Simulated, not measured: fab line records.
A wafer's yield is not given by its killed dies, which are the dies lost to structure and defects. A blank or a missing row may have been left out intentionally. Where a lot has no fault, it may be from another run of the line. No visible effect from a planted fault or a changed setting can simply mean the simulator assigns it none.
Matching of chambers ; flow gf180mcu ; cmp-02 running GF_V5_CMP_04: 4 sister chambers
The step polishes SiO2. 14 wafers are shown with their chamber, then 7 later ones without.

WAFERS PAIRED WITH THEIR CHAMBERS
wafer;chamber;motor_current_A (A)
L968.2;2;13.5
L968.4;1;16.6
L968.5;2;13.1
L969.1;0;12.5
L969.5;3;10.5
L969.6;2;13.5
L971.1;1;15.6
L971.3;0;12.3
L971.6;2;13.0
L975.2;1;15.5
L975.4;0;12.3
L975.5;3;10.1
L979.2;3;11.3
L979.4;1;16.5

SIGNATURES (means of the wafers above)
reading;chamber 0;chamber 1;chamber 2;chamber 3;scatter within a chamber
motor_current_A;12.367;16.050;13.275;10.633;0.446
Rule: distance of a wafer from a chamber = root of the sum over the readings of ((wafer's reading minus chamber's mean) / reading's scatter) squared. If the next closest chamber is less than 2 further off than the closest, the wafer can't be placed; otherwise it belongs to the closest. The scatter: take each reading less its chamber's mean, square it, sum over the shown wafers, divide by the number of wafers less the number of chambers, and take the root.

WAFERS MISSING THEIR CHAMBER
wafer;motor_current_A (A)
L979.6;12.9
L980.1;12.9
L980.2;10.3
L980.3;15.8
L985.1;13.6
L985.2;16.5
L985.4;11.0

THE CHAMBER EACH PASSED THROUGH
wafer;from the rows above;in truth
L979.6;can't be placed: 2 or 0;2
L980.1;can't be placed: 2 or 0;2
L980.2;3;3
L980.3;1;1
L985.1;2;2
L985.2;1;1
L985.4;3;3
Placed correctly: 5 of 7. Not placeable from these rows: 2 (in 2, the candidates include the true chamber). Wrongly placed: 0.
